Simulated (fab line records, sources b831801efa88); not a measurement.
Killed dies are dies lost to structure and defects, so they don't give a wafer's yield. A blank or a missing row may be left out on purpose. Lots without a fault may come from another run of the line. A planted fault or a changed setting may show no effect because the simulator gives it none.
Which tool did it? | flow sky130 | 13 lots, 38 wafers sampled, at 2 steps of a route of 708

WHAT THE GAUGES READ, wafer by wafer
SKY_METAL1_RS_MEAS_05: measures by four-point-probe. Usual: METAL1_ALCU_RS 0.1265 ohm/sq, standard deviation 0.0012.
lot  | measured     | on            | METAL1_ALCU_RS (ohm/sq) | flag
L856 | day 32 10:38 | film_metro-04 | 0.1258 0.1267 0.1264    |
L859 | day 32 17:55 | film_metro-02 | 0.1261 0.1270 0.1245    |
L858 | day 32 19:45 | film_metro-02 | 0.1266 0.1259 0.1265    |
L861 | day 33 01:05 | film_metro-02 | 0.1269 0.1256 0.1276    |
L862 | day 34 08:17 | film_metro-02 | 0.1273 0.1256 0.1270    |
L867 | day 35 11:11 | film_metro-04 | 0.1265 0.1272           |
L873 | day 37 07:05 | film_metro-04 | 0.1250 0.1273 0.1271    |
L874 | day 37 12:20 | film_metro-03 | 0.1253 0.1255 0.1263    |
L875 | day 37 19:07 | film_metro-03 | 0.1283 0.1275 0.1259    |
L876 | day 38 01:44 | film_metro-03 | 0.1245 0.1252 0.1238    |
L877 | day 38 07:58 | film_metro-02 | 0.1247 0.1236 0.1245    |
L879 | day 38 13:38 | film_metro-02 | 0.1269 0.1274 0.1258    |
L878 | day 38 16:00 | film_metro-02 | 0.1293 0.1280 0.1276    |

WHICH TOOL RAN EACH LOT (tool, then ch and the chambers of the sampled wafers, then the start)
lot  | SKY_CONTACT_CVD_00
L856 | pecvd-04 ch 1,2, day 31 04:33
L859 | pecvd-04 ch 0,1,2, day 31 12:22
L858 | pecvd-03 ch 1,2, day 31 13:38
L861 | pecvd-02 ch 0,2, day 31 19:16
L862 | pecvd-03 ch 0,1,2, day 33 03:19
L867 | pecvd-02 ch 1, day 34 06:30
L873 | pecvd-04 ch 0,1, day 36 03:40
L874 | pecvd-03 ch 0,1,2, day 36 09:07
L875 | pecvd-02 ch 0,1,2, day 36 15:39
L876 | pecvd-02 ch 0,1,2, day 36 22:07
L877 | pecvd-03 ch 0,1,2, day 37 04:41
L879 | pecvd-04 ch 0,1, day 37 10:08
L878 | pecvd-02 ch 0,1,2, day 37 12:59
- SKY_CONTACT_CVD_00: deposits Si3N4, target thk 75 nm.

WHAT THE TOOLS THEMSELVES READ (means of the sampled wafers that have a number; where no wafer has one, the mark that the record gives instead)
SKY_CONTACT_CVD_00. Usual: heater_power_w 697 W, standard deviation 85.
lot  | tool     | heater_power_w (W) | flag
L856 | pecvd-04 | 734                |
L859 | pecvd-04 | 746                |
L858 | pecvd-03 | 660                |
L861 | pecvd-02 | 690                |
L862 | pecvd-03 | 730                |
L867 | pecvd-02 | 663                |
L873 | pecvd-04 | 688                |
L874 | pecvd-03 | 775                |
L875 | pecvd-02 | 668                |
L876 | pecvd-02 | 648                |
L877 | pecvd-03 | 762                |
L879 | pecvd-04 | 651                |
L878 | pecvd-02 | 655                |

THE ANSWER, worked out from the rows above alone
Rule: a lot is off if the mean of its wafers that have a number lies more than 3 standard deviations from the usual mean. A lot without any number at a reading at which 4 lots or more have one is off too. The other lots that the step has rows for count as sound. The gauges are gone through in route order, then the tools' own readings, and for those a lot's mean is taken as printed above. The first step at which some lot is off is used, and at that step the reading that is off furthest; a lot without a number counts as furthest.
No lot is off at any reading shown: from this, nothing can be told.

WHAT THE SIMULATOR HAD PUT IN
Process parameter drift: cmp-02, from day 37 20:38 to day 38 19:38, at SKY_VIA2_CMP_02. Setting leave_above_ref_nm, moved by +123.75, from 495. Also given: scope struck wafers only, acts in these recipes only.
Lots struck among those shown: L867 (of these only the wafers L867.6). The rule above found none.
